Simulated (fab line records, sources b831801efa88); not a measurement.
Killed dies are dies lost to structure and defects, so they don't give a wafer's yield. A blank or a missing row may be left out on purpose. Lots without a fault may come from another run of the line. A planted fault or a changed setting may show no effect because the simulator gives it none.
Which tool did it? | flow gf180mcu | 6 lots, 18 wafers sampled, at 3 steps of a route of 602

WHAT THE GAUGES READ, wafer by wafer
GF_PSD_RS_MEAS_14: measures by four-point-probe.
lot  | measured     | on            | NSD_RS (ohm/sq)
L883 | day 14 21:58 | film_metro-03 | 46.13 46.26 46.09
L885 | day 15 13:02 | film_metro-04 | 46.06 46.14 46.05
L889 | day 17 02:09 | film_metro-04 | 42.64 42.63 42.52
L899 | day 20 15:54 | film_metro-01 | 46.04 46.13 46.17
L901 | day 21 09:31 | film_metro-01 | 46.18 46.20 46.17
L904 | day 22 09:09 | film_metro-04 | 46.10 46.19 46.07

WHICH TOOL RAN EACH LOT (tool, then ch and the chambers of the sampled wafers, then the start)
lot  | GF_HV_LDD_ETCHBACK_58              | GF_PSD_RTA_13
L883 | rie_diel-01 ch 0,2,3, day 13 04:05 | rtp_anneal-02 ch 0, day 14 21:53
L885 | rie_diel-03 ch 1,2,3, day 13 18:19 | rtp_anneal-01 ch 0, day 15 12:57
L889 | rie_diel-03 ch 2,3, day 15 05:07   | rtp_anneal-02 ch 0, day 17 02:04
L899 | rie_diel-01 ch 0,1,2, day 18 14:56 | rtp_anneal-02 ch 0, day 20 15:48
L901 | rie_diel-04 ch 2,3, day 19 08:08   | rtp_anneal-02 ch 0, day 21 09:26
L904 | rie_diel-03 ch 0,1,2, day 20 07:58 | rtp_anneal-01 ch 0, day 22 09:04
- GF_HV_LDD_ETCHBACK_58: etches Si3N4 in CH3F/O2, stops on SiO2, time 100 s, target depth 90 nm.
- GF_PSD_RTA_13: time 20 s.

THE ANSWER, worked out from the rows above alone
Rule: what is usual is taken from the lots themselves. Put in order of their means at a reading, lots are off if they are a third of the lots or fewer, leave a main group of 4 or more, and stand apart from it by a gap of 3 or more times the standard deviation of the main group's means; of several such gaps the widest counts. A main group whose means are all the same, to the digits that the tables above print for the reading, isn't used. A lot without any number at a reading at which 4 lots or more have one is off too. The other lots that the step has rows for count as sound.
Off: L889, at GF_PSD_RS_MEAS_14 (NSD_RS). The main group: mean 46.13 ohm/sq, standard deviation 0.035.
A tool fits if, at a process step before that reading, it ran every lot that is off, and no sound lot after the first of them. The gauges at GF_PSD_RS_MEAS_14 are tried like those tools. None of those tried fits.

WHAT THE SIMULATOR HAD PUT IN
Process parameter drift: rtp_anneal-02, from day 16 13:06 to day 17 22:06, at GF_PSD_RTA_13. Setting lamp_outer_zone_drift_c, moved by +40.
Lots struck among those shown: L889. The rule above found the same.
